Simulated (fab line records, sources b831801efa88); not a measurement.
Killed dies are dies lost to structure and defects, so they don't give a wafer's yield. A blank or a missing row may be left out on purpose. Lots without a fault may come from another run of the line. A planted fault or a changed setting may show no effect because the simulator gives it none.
fab line records | flow sky130
record lots=5 wafers=15 last_day=52
route steps=708 shown CAPM@543 METAL3@555 VIA3@573
lots that met no fault: from a run of the same line without faults
start_h: hours from the record's first day to the start of the lot's first wafer shown | wait_h: hours since the lot's step before | " the same as in the row above | L1.1+2: a row that stands for several wafers | - no value, or no start given | * or withheld: withheld | < > ~ a bound
route shown NAME@n: a module of which the file shows steps, and the number in the route of the first | usual: mean/standard deviation of fault-free wafers | same: alike in all rows | chamber/n: place in a boat | sites: the reading at each site | _std_site: their standard deviation | _edge_site: outer sites' mean less inner sites' | radius_mm: how far each site lies from the wafer's centre | mask NAME#n: copy n | behind: the tool/chamber that last shaped the wafer | hold: why the lot was held/for how many hours/how that ended | device: the transistor (n, p or np) that didn't switch | end of line: the same wafers' tests at the end of the route | a step without rows: its recipe alone | killed: dies lost to structure and defects at the first sort, not the wafer's yield | map: a wafer's dies, x killed, . not, _ none there
set.NAME: the setting as run; set.NAME@STEP: as run at that earlier step | model.NAME: the simulator's own value behind a step, which no gauge read
lots at some steps of the route; a table a step, a row a wafer
services: from which hour (start_h, from the record's first day; less than 0 if before it) a tool's chamber was out of use, for how many hours, and why
## steps
# step SKY_CAPM_HMDS_06
# recipe prime_time_s=60 prime_temp_c=120
# usual chill_plate_temp_C=23.00/0.093
# columns lot.wafer tool chamber start_h wait_h chill_plate_temp_C
L075.1 litho_track-03 0 896.59 0.1 22.89
L075.5 " 0 " " 22.86
L075.6 " 0 " " 22.83
L077.1 litho_track-03 0 932.49 0.1 22.97
L077.2 " 0 " " 23.05
L077.5 " 0 " " 23.06
L082.3 litho_track-03 0 963.24 0.1 23.11
L082.4 " 0 " " 22.97
L082.6 " 0 " " 22.94
L084.2 litho_track-01 0 979.33 0.1 22.94
L084.4 " 0 " " 23.13
L084.6 " 0 " " 22.82
L096.1 litho_track-03 0 1060.79 0.1 23.06
L096.4 " 0 " " 22.99
L096.5 " 0 " " 22.92
# step SKY_CAPM_COAT_07
# recipe resist=NOVOLAK spin_rpm=3000 resist_thk_nm=1140
# usual chill_plate_temp_C=22.98/0.1
# columns lot.wafer tool chamber start_h wait_h chill_plate_temp_C
L075.1 litho_track-03 0 896.74 0.1 23.05
L075.5 " 0 " " 23.03
L075.6 " 0 " " 23.18
L077.1 litho_track-03 0 932.64 0.1 23.07
L077.2 " 0 " " 23.00
L077.5 " 0 " " 23.06
L082.3 litho_track-03 0 963.39 0.1 23.02
L082.4 " 0 " " 22.92
L082.6 " 0 " " 22.83
L084.2 litho_track-01 0 979.48 0.1 22.77
L084.4 " 0 " " 23.07
L084.6 " 0 " " 22.93
L096.1 litho_track-03 0 1060.94 0.1 22.95
L096.4 " 0 " " 23.07
L096.5 " 0 " " 22.92
# step SKY_CAPM_SOFTBAKE_08
# recipe temp_c=90 time_s=60 resist=NOVOLAK
# usual chill_plate_temp_C=23.01/0.1
# columns lot.wafer tool chamber start_h wait_h chill_plate_temp_C
L075.1 litho_track-03 0 896.89 0.1 23.02
L075.5 " 0 " " 22.93
L075.6 " 0 " " 22.88
L077.1 litho_track-03 0 932.79 0.1 23.11
L077.2 " 0 " " 23.04
L077.5 " 0 " " 22.90
L082.3 litho_track-03 0 963.54 0.1 22.98
L082.4 " 0 " " 23.16
L082.6 " 0 " " 23.03
L084.2 litho_track-01 0 979.63 0.1 23.15
L084.4 " 0 " " 22.96
L084.6 " 0 " " 22.95
L096.1 litho_track-03 0 1061.09 0.1 23.07
L096.4 " 0 " " 23.05
L096.5 " 0 " " 22.84
# step SKY_CAPM_EXPOSE_09
# recipe mask_id=CAPM na=0.6 source_shape=conventional sigma_outer=0.6 polarization=unpolarized target_cd_nm=1000 dose_mj=159
# same na=0.6
# columns lot.wafer tool chamber start_h wait_h mask
L075.1+5+6 iline_stepper-01 0 - - CAPM#0
L077.1+2+5 iline_stepper-02 0 - - CAPM#0
L082.3+4+6 iline_stepper-01 0 - - CAPM#0
L084.2+4+6 iline_stepper-02 0 - - CAPM#0
L096.1+4+5 iline_stepper-02 0 - - CAPM#0
# step SKY_CAPM_PEB_10
# recipe temp_c=withheld time_s=* resist=NOVOLAK
# usual chill_plate_temp_C=*
# columns lot.wafer tool chamber start_h wait_h chill_plate_temp_C
L075.1 litho_track-04 0 - - *
L075.5 " 0 " " *
L075.6 " 0 " " *
L077.1 litho_track-04 0 - - *
L077.2 " 0 " " *
L077.5 " 0 " " *
L082.3 litho_track-04 0 - - *
L082.4 " 0 " " *
L082.6 " 0 " " *
L084.2 litho_track-03 0 - - *
L084.4 " 0 " " *
L084.6 " 0 " " *
L096.1 litho_track-04 0 - - *
L096.4 " 0 " " *
L096.5 " 0 " " *
# step SKY_CAPM_DEVELOP_11
# recipe resist=NOVOLAK developer=TMAH develop_time_s=60 dev_temp_c=23
# usual chill_plate_temp_C=22.99/0.1
# columns lot.wafer tool chamber start_h wait_h chill_plate_temp_C
L075.1 litho_track-04 0 911.39 0.1 22.85
L075.5 " 0 " " 22.89
L075.6 " 0 " " 22.77
L077.1 litho_track-04 0 946.64 0.1 23.02
L077.2 " 0 " " 22.85
L077.5 " 0 " " 23.00
L082.3 litho_track-04 0 976.64 0.1 23.02
L082.4 " 0 " " 23.01
L082.6 " 0 " " 22.99
L084.2 litho_track-03 0 992.22 0.1 23.02
L084.4 " 0 " " 22.99
L084.6 " 0 " " 22.92
L096.1 litho_track-04 0 1072.44 0.1 22.90
L096.4 " 0 " " 22.94
L096.5 " 0 " " 22.90
# step SKY_CAPM_OVL_MEAS_12
# usual CAPM_OVL=0.8/1.4
# columns lot.wafer tool chamber start_h wait_h CAPM_OVL[nm]
L075.1 overlay-02 - 911.54 0.1 -0.5
L075.5 " - " " 1.3
L075.6 " - " " -0.2
L077.1 overlay-02 - 946.79 0.1 1.2
L077.2 " - " " 0.2
L077.5 " - " " -0.5
L082.3 overlay-01 - 976.76 0.1 1.5
L082.4 " - " " 2.9
L082.6 " - " " 0.4
L084.2 overlay-02 - 992.35 0.1 0.2
L084.4 " - " " -1.2
L084.6 " - " " -1.4
L096.1 overlay-01 - 1072.59 0.1 2.9
L096.4 " - " " 0.1
L096.5 " - " " 1.6
# step SKY_CAPM_METAL_ETCH_13
# recipe target_depth_nm=220 stop_on=SiO2 chemistry=Cl2/BCl3 target=TiN pressure_mtorr=10 icp_w=900 bias_w=48.5 Cl2_flow_sccm=60 bcl3_flow_sccm=30 time_s=62.9
# usual drypump_motor_current_A=6.03/0.26 oes_product_au=0.928/0.0082 throttle_valve_pct=21.910/0.01
# columns lot.wafer tool chamber start_h wait_h drypump_motor_current_A oes_product_au rf_hours_counter_h throttle_valve_pct
L075.1 rie_metal-02 1 911.58 0.0 6.11 0.944 8 21.913
L075.5 " 0 " " 5.81 0.943 - 21.901
L075.6 " 1 " " 6.11 0.931 - 21.913
L077.1 rie_metal-03 1 946.83 0.0 6.57 0.941 12 21.911
L077.2 " 0 " " 5.93 0.933 18 21.921
L077.5 " 0 " " 5.94 0.937 - 21.907
L082.3 rie_metal-02 1 976.80 0.0 6.11 0.922 - 21.933
L082.4 " 0 " " 5.83 0.919 - 21.912
L082.6 " 0 " " 5.84 0.927 - 21.907
L084.2 rie_metal-03 1 992.38 0.0 6.59 0.941 14 21.898
L084.4 " 0 " " 5.89 0.927 - 21.886
L084.6 " 1 " " 6.61 0.926 - 21.911
L096.1 rie_metal-02 0 1072.63 0.0 5.81 0.918 13 21.918
L096.4 " 0 " " 5.80 0.924 - 21.889
L096.5 " 1 " " 6.11 0.932 - 21.906
# step SKY_CAPM_STRIP_14
# recipe chemistry=O2/N2 power_w=1400 pressure_mtorr=1500 platen_temp_c=withheld o2_flow_sccm=3000 n2_flow_sccm=300 overash_fraction=0.5
# usual drypump_motor_current_A=5.86/0.19 o2_flow_sccm=3001/8.5 oes_product_au=0.711/0.0047 strip_time_to_endpoint_s=12.66/0.047
# same overash_fraction=0.5
# columns lot.wafer tool chamber start_h wait_h drypump_motor_current_A o2_flow_sccm oes_product_au rf_hours_counter_h strip_time_to_endpoint_s
L075.1 plasma_asher-04 0 911.66 0.1 6.03 2996 0.714 79 12.62
L075.5 " 0 " " 6.04 3001 0.709 - 12.64
L075.6 " 1 " " 5.73 2997 0.715 - 12.64
L077.1 plasma_asher-04 1 946.91 0.1 5.72 3003 0.716 84 12.64
L077.2 " 0 " " 6.08 3004 0.718 84 12.68
L077.5 " 1 " " 5.73 3009 0.706 - 12.64
L082.3 plasma_asher-02 1 976.89 0.1 6.01 2989 0.713 - 12.70
L082.4 " 0 " " 5.57 2999 0.710 - 12.64
L082.6 " 0 " " 5.60 3009 0.717 - 12.69
L084.2 plasma_asher-02 0 992.46 0.1 5.57 3008 0.718 24 12.60
L084.4 " 0 " " 5.59 3000 0.710 - 12.63
L084.6 " 1 " " 6.02 2990 0.709 - 12.58
L096.1 plasma_asher-01 0 1072.71 0.1 5.83 3002 0.713 1 12.56
L096.4 " 1 " " 6.01 2988 0.709 - 12.59
L096.5 " 0 " " 5.83 2975 0.717 - 12.56
# step SKY_CAPM_STRIP_15
# recipe chemistry=post_etch_residue_remover time_s=1200 temp_c=72.5
# columns lot.wafer tool chamber start_h wait_h
L075.1+5+6 wet_bench-01 3 911.76 0.1
L077.1+2+5 wet_bench-04 1 947.01 0.1
L082.3+4+6 wet_bench-04 1 976.96 0.0
L084.2+4+6 wet_bench-01 3 992.56 0.1
L096.1+4+5 wet_bench-02 0 1072.81 0.1
# step SKY_CAPM_CLEAN_16
# recipe chemistry=IPA time_s=180 temp_c=25
# columns lot.wafer tool chamber start_h wait_h
L075.1+5+6 wet_bench-04 3 912.10 0.0
L077.1+2+5 wet_bench-01 2 947.38 0.0
L082.3+4+6 wet_bench-01 2 977.30 0.0
L084.2+4+6 wet_bench-04 2 992.90 0.0
L096.1+4+5 wet_bench-01 3 1073.15 0.0
# step SKY_CAPM_CLEAN_17
# recipe chemistry=O3/DIW dry=n2_spin
# columns lot.wafer tool chamber start_h wait_h
L075.1+5+6 wet_bench-01 3 912.16 0.0
L077.1+2+5 wet_bench-04 2 947.44 0.0
L082.3+4+6 wet_bench-04 1 977.36 0.0
L084.2+4+6 wet_bench-01 2 992.96 0.0
L096.1+4+5 wet_bench-04 2 1073.21 0.0
# step SKY_METAL3_DEHYDRATE_05
# recipe temp_c=200 time_s=60
# usual chill_plate_temp_C=23.03/0.11
# columns lot.wafer tool chamber start_h wait_h chill_plate_temp_C
L075.1 litho_track-02 0 925.89 13.6 23.05
L075.5 " 0 " " 22.98
L075.6 " 0 " " 23.07
L077.1 litho_track-03 0 960.59 13.1 23.14
L077.2 " 0 " " 23.13
L077.5 " 0 " " 22.95
L082.3 litho_track-01 0 989.35 11.9 23.02
L082.4 " 0 " " 22.94
L082.6 " 0 " " 23.06
L084.2 litho_track-02 0 1004.47 11.4 23.19
L084.4 " 0 " " 23.05
L084.6 " 0 " " 23.07
L096.1 litho_track-01 0 1083.95 10.6 23.07
L096.4 " 0 " " 23.09
L096.5 " 0 " " 23.10
# step SKY_METAL3_HMDS_06
# recipe prime_time_s=60 prime_temp_c=120
# usual chill_plate_temp_C=23.01/0.11
# columns lot.wafer tool chamber start_h wait_h chill_plate_temp_C
L075.1 litho_track-02 0 926.04 0.1 23.03
L075.5 " 0 " " 22.98
L075.6 " 0 " " 22.79
L077.1 litho_track-03 0 960.74 0.1 22.80
L077.2 " 0 " " 23.01
L077.5 " 0 " " 22.96
L082.3 litho_track-01 0 989.50 0.1 22.94
L082.4 " 0 " " 22.88
L082.6 " 0 " " 23.08
L084.2 litho_track-02 0 1004.62 0.1 22.98
L084.4 " 0 " " 23.08
L084.6 " 0 " " 23.14
L096.1 litho_track-01 0 1084.10 0.1 22.90
L096.4 " 0 " " 22.81
L096.5 " 0 " " 23.01
# step SKY_METAL3_COAT_07
# recipe resist=BARC temp_c=withheld time_s=withheld spin_rpm=3000 resist_thk_nm=60
# usual chill_plate_temp_C=*
# columns lot.wafer tool chamber start_h wait_h chill_plate_temp_C
L075.1 litho_track-02 0 926.19 0.1 *
L075.5 " 0 " " *
L075.6 " 0 " " *
L077.1 litho_track-03 0 960.89 0.1 *
L077.2 " 0 " " *
L077.5 " 0 " " *
L082.3 litho_track-01 0 989.65 0.1 *
L082.4 " 0 " " *
L082.6 " 0 " " *
L084.2 litho_track-02 0 1004.77 0.1 *
L084.4 " 0 " " *
L084.6 " 0 " " *
L096.1 litho_track-01 0 1084.25 0.1 *
L096.4 " 0 " " *
L096.5 " 0 " " *
# step SKY_METAL3_COAT_08
# recipe resist=KrF-thick spin_rpm=3000 resist_thk_nm=1140
# usual chill_plate_temp_C=22.99/0.1
# columns lot.wafer tool chamber start_h wait_h chill_plate_temp_C
L075.1 litho_track-02 0 - - 23.09
L075.5 " 0 " " 22.84
L075.6 " 0 " " 22.88
L077.1 litho_track-03 0 - - 22.84
L077.2 " 0 " " 22.96
L077.5 " 0 " " 22.95
L082.3 litho_track-01 0 - - 22.92
L082.4 " 0 " " 22.95
L082.6 " 0 " " 22.86
L084.2 litho_track-02 0 - - 23.05
L084.4 " 0 " " 23.03
L084.6 " 0 " " 23.05
L096.1 litho_track-01 0 - - 22.91
L096.4 " 0 " " 23.05
L096.5 " 0 " " 22.97
# step SKY_METAL3_SOFTBAKE_09
# recipe temp_c=100 time_s=90 resist=KrF-thick
# usual chill_plate_temp_C=23.01/0.12
# columns lot.wafer tool chamber start_h wait_h chill_plate_temp_C
L075.1 litho_track-02 0 - - 23.03
L075.5 " 0 " " 22.95
L075.6 " 0 " " 22.89
L077.1 litho_track-03 0 - - 22.82
L077.2 " 0 " " 23.02
L077.5 " 0 " " 23.05
L082.3 litho_track-01 0 - - 23.04
L082.4 " 0 " " 23.30
L082.6 " 0 " " 23.07
L084.2 litho_track-02 0 - - 22.79
L084.4 " 0 " " 22.92
L084.6 " 0 " " 22.99
L096.1 litho_track-01 0 - - 22.88
L096.4 " 0 " " 22.99
L096.5 " 0 " " 22.98
# step SKY_METAL3_EXPOSE_10
# recipe mask_id=MM3 na=0.68 source_shape=annular sigma_inner=0.4 sigma_outer=0.8 target_cd_nm=300 dose_mj=28
# same na=0.68
# columns lot.wafer tool chamber start_h wait_h mask
L075.1+5+6 krf_scanner-01 0 - - MM3#0
L077.1+2+5 krf_scanner-01 0 - - MM3#0
L082.3+4+6 krf_scanner-01 0 - - MM3#0
L084.2+4+6 krf_scanner-01 0 - - MM3#0
L096.1+4+5 krf_scanner-01 0 - - MM3#0
# step SKY_METAL3_PEB_11
# recipe peb_temp_c=withheld peb_time_s=withheld resist=KrF-thick
# usual chill_plate_temp_C=*
# columns lot.wafer tool chamber start_h wait_h chill_plate_temp_C
L075.1 litho_track-02 0 - - *
L075.5 " 0 " " *
L075.6 " 0 " " *
L077.1 litho_track-01 0 - - *
L077.2 " 0 " " *
L077.5 " 0 " " *
L082.3 litho_track-01 0 - - *
L082.4 " 0 " " *
L082.6 " 0 " " *
L084.2 litho_track-03 0 - - *
L084.4 " 0 " " *
L084.6 " 0 " " *
L096.1 litho_track-01 0 - - *
L096.4 " 0 " " *
L096.5 " 0 " " *
# step SKY_METAL3_DEVELOP_12
# recipe develop_time_s=60 resist=KrF-thick dev_temp_c=21
# usual chill_plate_temp_C=23.01/0.088
# columns lot.wafer tool chamber start_h wait_h chill_plate_temp_C
L075.1 litho_track-02 0 - - 23.13
L075.5 " 0 " " 23.03
L075.6 " 0 " " 22.90
L077.1 litho_track-01 0 - - 22.88
L077.2 " 0 " " 22.88
L077.5 " 0 " " 22.98
L082.3 litho_track-01 0 - - 23.03
L082.4 " 0 " " 22.92
L082.6 " 0 " " 22.90
L084.2 litho_track-03 0 - - 23.09
L084.4 " 0 " " 23.11
L084.6 " 0 " " 23.02
L096.1 litho_track-01 0 - - 23.06
L096.4 " 0 " " 23.10
L096.5 " 0 " " 23.04
# step SKY_METAL3_CD_MEAS_13
# recipe target_cd_nm=300
# usual cd_nm=299.7/1.4
# columns lot.wafer tool chamber start_h wait_h cd_nm
L075.1 cd_sem-01 - 940.84 - 299.8
L075.5 " - " " 301.8
L075.6 " - " " 300.4
L077.1 cd_sem-02 - 974.45 - 298.8
L077.2 " - " " 299.9
L077.5 " - " " 299.2
L082.3 cd_sem-02 - 1002.09 - 298.3
L082.4 " - " " 298.6
L082.6 " - " " 297.5
L084.2 cd_sem-01 - 1017.01 - 297.7
L084.4 " - " " 298.9
L084.6 " - " " 298.3
L096.1 cd_sem-02 - 1095.20 - 298.4
L096.4 " - " " 299.9
L096.5 " - " " 301.2
# step SKY_METAL3_OVL_MEAS_14
# usual METAL3_OVL=-1/6.1
# columns lot.wafer tool chamber start_h wait_h METAL3_OVL[nm]
L075.1 overlay-02 - 940.96 0.1 -8
L075.5 " - " " -6
L075.6 " - " " 0
L077.1 overlay-02 - 974.57 0.1 7
L077.2 " - " " -3
L077.5 " - " " 2
L082.3 overlay-01 - 1002.18 0.1 3
L082.4 " - " " -4
L082.6 " - " " -3
L084.2 overlay-01 - 1017.12 0.1 -4
L084.4 " - " " -12
L084.6 " - " " 3
L096.1 overlay-01 - 1095.32 0.1 -4
L096.4 " - " " -3
L096.5 " - " " -2
# step SKY_METAL3_DESCUM_15
# recipe chemistry=O2 source_power_w=150 bias_power_w=0 pressure_mtorr=10 temp_c=40 time_s=8
# usual drypump_motor_current_A=5.8/0.34 oes_product_au=1.002/0.0093
# columns lot.wafer tool chamber start_h wait_h drypump_motor_current_A oes_product_au rf_hours_counter_h
L075.1 rie_metal-01 1 941.00 0.0 6.1 0.981 14
L075.5 " 0 " " 5.2 0.991 -
L075.6 " 1 " " 6.1 0.984 -
L077.1 rie_metal-01 1 974.61 0.0 6.1 0.992 15
L077.2 " 0 " " 5.2 0.989 12
L077.5 " 1 " " 6.1 0.990 -
L082.3 rie_metal-02 1 1002.22 0.0 6.1 1.014 -
L082.4 " 0 " " 5.8 1.001 -
L082.6 " 1 " " 6.1 1.019 -
L084.2 rie_metal-02 0 1017.15 0.0 5.8 1.002 10
L084.4 " 0 " " 5.8 1.000 -
L084.6 " 1 " " 6.1 0.998 -
L096.1 rie_metal-04 1 1095.36 0.0 5.7 1.003 24
L096.4 " 0 " " 6.2 0.987 -
L096.5 " 1 " " 5.7 1.005 -
# step SKY_METAL3_ETCH_16
# recipe chemistry=N2/H2 target=BARC ion_energy_ev=200 bias_w=100 pressure_mtorr=30 n2_flow_sccm=100 h2_flow_sccm=200 icp_w=500 stop_on=SiO2 time_s=88.2 target_depth_a=600
# usual drypump_motor_current_A=5.8/0.34 oes_product_au=0.626/0.0047 throttle_valve_pct=13.205/0.0087
# columns lot.wafer tool chamber start_h wait_h drypump_motor_current_A oes_product_au rf_hours_counter_h throttle_valve_pct
L075.1 rie_metal-01 1 941.03 0.0 6.1 0.624 14 13.209
L075.5 " 0 " " 5.2 0.631 - 13.192
L075.6 " 1 " " 6.1 0.626 - 13.205
L077.1 rie_metal-01 1 974.64 0.0 6.1 0.629 15 13.185
L077.2 " 0 " " 5.2 0.620 12 13.213
L077.5 " 1 " " 6.1 0.629 - 13.201
L082.3 rie_metal-02 1 1002.27 0.0 6.1 0.627 - 13.205
L082.4 " 0 " " 5.8 0.636 - 13.207
L082.6 " 1 " " 6.1 0.629 - 13.187
L084.2 rie_metal-02 0 1017.18 0.0 5.8 0.627 10 13.200
L084.4 " 0 " " 5.8 0.624 - 13.210
L084.6 " 1 " " 6.1 0.633 - 13.193
L096.1 rie_metal-04 1 1095.39 0.0 5.7 0.630 24 13.209
L096.4 " 0 " " 6.2 0.622 - 13.197
L096.5 " 1 " " 5.8 0.624 - 13.225
# step SKY_METAL3_ETCH_17
# recipe target=SiO2 stop_on=TiN chemistry=C4F8/O2/Ar source_w=1500 bias_w=1200 pressure_mtorr=40 c4f8_flow_sccm=withheld O2_flow_sccm=6 Ar_flow_sccm=300 time_s=3.9 target_depth_a=150
# usual oes_product_au=0.754/0.0072
# columns lot.wafer tool chamber start_h wait_h oes_product_au rf_hours_counter_h
L075.1 rie_diel-02 0 941.13 0.1 0.745 2
L075.5 " 0 " " 0.757 -
L075.6 " 1 " " 0.755 -
L077.1 rie_diel-04 0 974.74 0.1 0.751 17
L077.2 " 3 " " 0.764 14
L077.5 " 1 " " 0.752 -
L082.3 rie_diel-01 3 1002.34 0.0 0.767 2
L082.4 " 0 " " 0.773 20
L082.6 " 1 " " 0.763 -
L084.2 rie_diel-04 3 1017.28 0.1 0.754 15
L084.4 " 0 " " 0.763 18
L084.6 " 1 " " 0.755 -
L096.1 rie_diel-02 2 1095.49 0.1 0.748 13
L096.4 " 1 " " 0.748 26
L096.5 " 3 " " 0.750 -
# step SKY_METAL3_METAL_ETCH_18
# recipe target_depth_a=8450 stop_on=SiO2 over_etch_frac=0.3 time_s=183.1 chemistry=Cl2/BCl3 resist_sidewall_deg=88 pressure_mtorr=10 icp_w=900 bias_w=48.5 Cl2_flow_sccm=60 bcl3_flow_sccm=30
# usual drypump_motor_current_A=5.9/0.3 oes_product_au=0.867/0.0068 throttle_valve_pct=22.264/0.0089
# columns lot.wafer tool chamber start_h wait_h drypump_motor_current_A oes_product_au rf_hours_counter_h throttle_valve_pct
L075.1 rie_metal-02 1 941.15 0.0 6.1 0.871 10 22.272
L075.5 " 1 " " 6.1 0.862 - 22.256
L075.6 " 0 " " 5.8 0.868 - 22.279
L077.1 rie_metal-04 1 974.76 0.0 5.7 0.860 17 22.259
L077.2 " 0 " " 6.2 0.866 10 22.270
L077.5 " 0 " " 6.2 0.872 - 22.259
L082.3 rie_metal-04 1 1002.42 0.1 5.7 0.863 - 22.287
L082.4 " 0 " " 6.2 0.875 - 22.267
L082.6 " 1 " " 5.7 0.854 - 22.242
L084.2 rie_metal-01 0 1017.30 0.0 5.2 0.858 14 22.252
L084.4 " 0 " " 5.2 0.878 - 22.268
L084.6 " 1 " " 6.1 0.872 - 22.267
L096.1 rie_metal-02 0 1095.51 0.0 5.8 0.863 14 22.263
L096.4 " 1 " " 6.1 0.864 - 22.262
L096.5 " 1 " " 6.1 0.857 - 22.259
# step SKY_METAL3_STRIP_19
# recipe chemistry=O2/N2 power_w=1400 pressure_mtorr=1500 platen_temp_c=withheld o2_flow_sccm=3000 n2_flow_sccm=300 overash_fraction=0.5
# usual drypump_motor_current_A=5.9/0.55 o2_flow_sccm=3000/9.3 oes_product_au=0.501/0.0056 strip_time_to_endpoint_s=6.51/0.086
# same overash_fraction=0.5
# columns lot.wafer tool chamber start_h wait_h drypump_motor_current_A o2_flow_sccm oes_product_au rf_hours_counter_h strip_time_to_endpoint_s
L075.1 plasma_asher-03 1 941.33 0.1 6.7 3015 0.501 49 6.45
L075.5 " 0 " " 5.0 3006 0.493 - 6.38
L075.6 " 1 " " 6.6 3021 0.506 - 6.47
L077.1 plasma_asher-03 0 974.93 0.1 5.0 3006 0.504 53 6.43
L077.2 " 1 " " 6.7 2995 0.496 53 6.53
L077.5 " 1 " " 6.7 2991 0.504 - 6.57
L082.3 plasma_asher-03 0 1002.57 0.1 5.0 2991 0.496 - 6.41
L082.4 " 1 " " 6.7 3002 0.508 - 6.56
L082.6 " 0 " " 5.0 3007 0.503 - 6.48
L084.2 plasma_asher-01 0 1017.48 0.1 5.8 2987 0.501 116 6.64
L084.4 " 1 " " 6.0 3022 0.504 - 6.65
L084.6 " 0 " " 5.8 2986 0.519 - 6.67
L096.1 plasma_asher-04 0 1095.68 0.1 6.0 3010 0.508 99 6.60
L096.4 " 0 " " 6.0 3005 0.506 - 6.50
L096.5 " 1 " " 5.7 3005 0.501 - 6.48
# step SKY_METAL3_STRIP_20
# recipe chemistry=post_etch_residue_remover time_s=1200 temp_c=72.5
# columns lot.wafer tool chamber start_h wait_h
L075.1+5+6 wet_bench-02 1 941.43 0.1
L077.1+2+5 wet_bench-04 1 975.03 0.1
L082.3+4+6 wet_bench-03 0 1002.63 0.0
L084.2+4+6 wet_bench-03 1 1017.58 0.1
L096.1+4+5 wet_bench-03 0 1095.78 0.1
# step SKY_METAL3_CLEAN_21
# recipe chemistry=IPA time_s=180 temp_c=25
# columns lot.wafer tool chamber start_h wait_h
L075.1+5+6 wet_bench-04 1 941.77 0.0
L077.1+2+5 wet_bench-03 1 975.38 0.0
L082.3+4+6 wet_bench-02 2 1002.98 0.0
L084.2+4+6 wet_bench-02 1 1017.95 0.0
L096.1+4+5 wet_bench-04 3 1096.13 0.0
# step SKY_METAL3_CLEAN_22
# recipe chemistry=O3/DIW dry=n2_spin
# columns lot.wafer tool chamber start_h wait_h
L075.1+5+6 wet_bench-02 1 941.84 0.0
L077.1+2+5 wet_bench-04 0 975.43 0.0
L082.3+4+6 wet_bench-03 3 1003.03 0.0
L084.2+4+6 wet_bench-04 0 1018.01 0.0
L096.1+4+5 wet_bench-03 1 1096.19 0.0
# step SKY_VIA3_HDPCVD_00
# recipe material=SiO2 target_thk_nm=1635 sigma_open_frac=0.3 time_s=285.8 temp_c=400 sih4_flow_sccm=60 pressure_mtorr=6
# columns lot.wafer tool chamber start_h wait_h
L075.1+5+6 hdpcvd-02 1,2,0 941.93 0.0
L077.1+2+5 hdpcvd-02 2,1,0 975.53 0.0
L082.3+4+6 hdpcvd-02 1,1,0 1003.13 0.0
L084.2+4+6 hdpcvd-01 1,2,0 1018.14 0.0
L096.1+4+5 hdpcvd-01 1,0,2 1096.28 0.0
# step SKY_VIA3_THK_MEAS_01
# recipe reads=SiO2_of_VIA3_HDPCVD_00
# usual VIA3_HDPCVD_THK=1715/17
# columns lot.wafer tool chamber start_h wait_h VIA3_HDPCVD_THK[nm]
L075.1 film_metro-04 - 942.10 0.1 1710
L075.5 " - " " 1718
L075.6 " - " " 1716
L077.1 film_metro-04 - 975.69 0.1 1717
L077.2 " - " " 1693
L077.5 " - " " 1707
L082.3 film_metro-01 - 1003.31 0.1 1708
L082.4 " - " " 1694
L082.6 " - " " 1731
L084.2 film_metro-01 - 1018.32 0.1 1724
L084.4 " - " " 1704
L084.6 " - " " 1713
L096.1 film_metro-04 - 1096.45 0.1 1725
L096.4 " - " " 1720
L096.5 " - " " 1711
# step SKY_VIA3_CMP_02
# recipe material=SiO2 down_force_psi=4 platen_rpm=60 pad_velocity_m_s=0.94248
# usual motor_current_A=11.6/1.2
# columns lot.wafer tool chamber start_h wait_h motor_current_A
L075.1 cmp-02 0 942.21 0.1 11.3
L075.6 " 3 " " 11.6
L075.5 " 0 " " 10.8
L077.1 cmp-01 0 975.80 0.1 10.4
L077.2 " 2 " " 10.3
L077.5 " 3 " " 13.2
L082.3 cmp-01 2 1003.40 0.1 10.0
L082.4 " 0 " " 10.9
L082.6 " 2 " " 10.2
L084.4 cmp-01 2 1018.71 0.4 10.7
L084.2 " 0 " " 10.7
L084.6 " 1 " " 13.0
L096.4 cmp-01 1 1096.56 0.1 12.7
L096.1 " 3 " " 13.5
L096.5 " 0 " " 10.6
# step SKY_VIA3_BOW_MEAS_03
# recipe mode=bow
# usual VIA3_BOW=80/7.7
# columns lot.wafer tool chamber start_h wait_h VIA3_BOW[um]
L075.1 film_metro-01 - 942.46 0.2 82
L075.5 " - " " 82
L075.6 " - " " 82
L077.1 film_metro-04 - 976.05 0.2 77
L077.2 " - " " 102
L077.5 " - " " 84
L082.3 film_metro-01 - 1003.69 0.2 80
L082.4 " - " " 75
L082.6 " - " " 72
L084.2 film_metro-02 - 1018.98 0.1 92
L084.4 " - " " 96
L084.6 " - " " 81
L096.1 film_metro-04 - 1096.81 0.1 84
L096.4 " - " " 75
L096.5 " - " " 91
# step SKY_VIA3_DEHYDRATE_04
# recipe temp_c=200 time_s=60
# usual chill_plate_temp_C=23.00/0.11
# columns lot.wafer tool chamber start_h wait_h chill_plate_temp_C
L075.1 litho_track-04 0 955.79 13.3 22.80
L075.5 " 0 " " 22.86
L075.6 " 0 " " 22.91
L077.1 litho_track-04 0 988.34 12.3 23.11
L077.2 " 0 " " 22.94
L077.5 " 0 " " 22.99
L082.3 litho_track-02 0 1014.74 11.0 22.90
L082.4 " 0 " " 23.08
L082.6 " 0 " " 22.72
L084.2 litho_track-02 0 1029.97 11.0 23.25
L084.4 " 0 " " 23.13
L084.6 " 0 " " 23.22
L096.1 litho_track-04 0 1107.44 10.6 23.14
L096.4 " 0 " " 23.09
L096.5 " 0 " " 23.20
# step SKY_VIA3_HMDS_05
# recipe prime_time_s=60 prime_temp_c=120
# usual chill_plate_temp_C=23.03/0.1
# columns lot.wafer tool chamber start_h wait_h chill_plate_temp_C
L075.1 litho_track-04 0 955.94 0.1 22.98
L075.5 " 0 " " 23.06
L075.6 " 0 " " 23.12
L077.1 litho_track-04 0 988.49 0.1 23.03
L077.2 " 0 " " 23.00
L077.5 " 0 " " 22.97
L082.3 litho_track-02 0 1014.89 0.1 22.95
L082.4 " 0 " " 22.95
L082.6 " 0 " " 23.02
L084.2 litho_track-02 0 1030.12 0.1 22.97
L084.4 " 0 " " 23.02
L084.6 " 0 " " 22.95
L096.1 litho_track-04 0 1107.59 0.1 23.07
L096.4 " 0 " " 23.24
L096.5 " 0 " " 23.13
## services
# columns tool chamber start_h hours kind
iline_stepper-02 - 880.69 1.7 pm
cmp-01 - 885.71 1.0 repair
rie_metal-02 1 886.15 20.4 repair
krf_scanner-01 - 899.49 0.3 repair
rie_metal-01 - 903.07 1.0 repair
plasma_asher-04 - 905.92 4.2 repair
krf_scanner-01 - 909.40 1.0 pm
wet_bench-01 - 923.28 3.5 repair
plasma_asher-04 - 926.29 2.8 pm
rie_metal-01 0 929.13 2.9 repair
plasma_asher-03 - 930.40 8.7 repair
wet_bench-02 - 944.40 51.6 pm
rie_metal-04 - 984.08 0.1 repair
krf_scanner-01 - 990.82 1.3 pm
krf_scanner-01 - 999.39 0.3 repair
iline_stepper-02 - 1003.09 4.4 pm
cmp-01 - 1015.03 1.7 repair
plasma_asher-03 - 1023.54 6.3 repair
krf_scanner-01 - 1025.54 0.8 pm
rie_metal-01 1 1068.93 4.2 repair
krf_scanner-01 - 1080.18 1.0 pm
cmp-01 - 1084.26 4.0 pm
rie_metal-01 - 1089.03 4.3 pm
wet_bench-02 - 1100.21 2.8 repair
## key
fault none
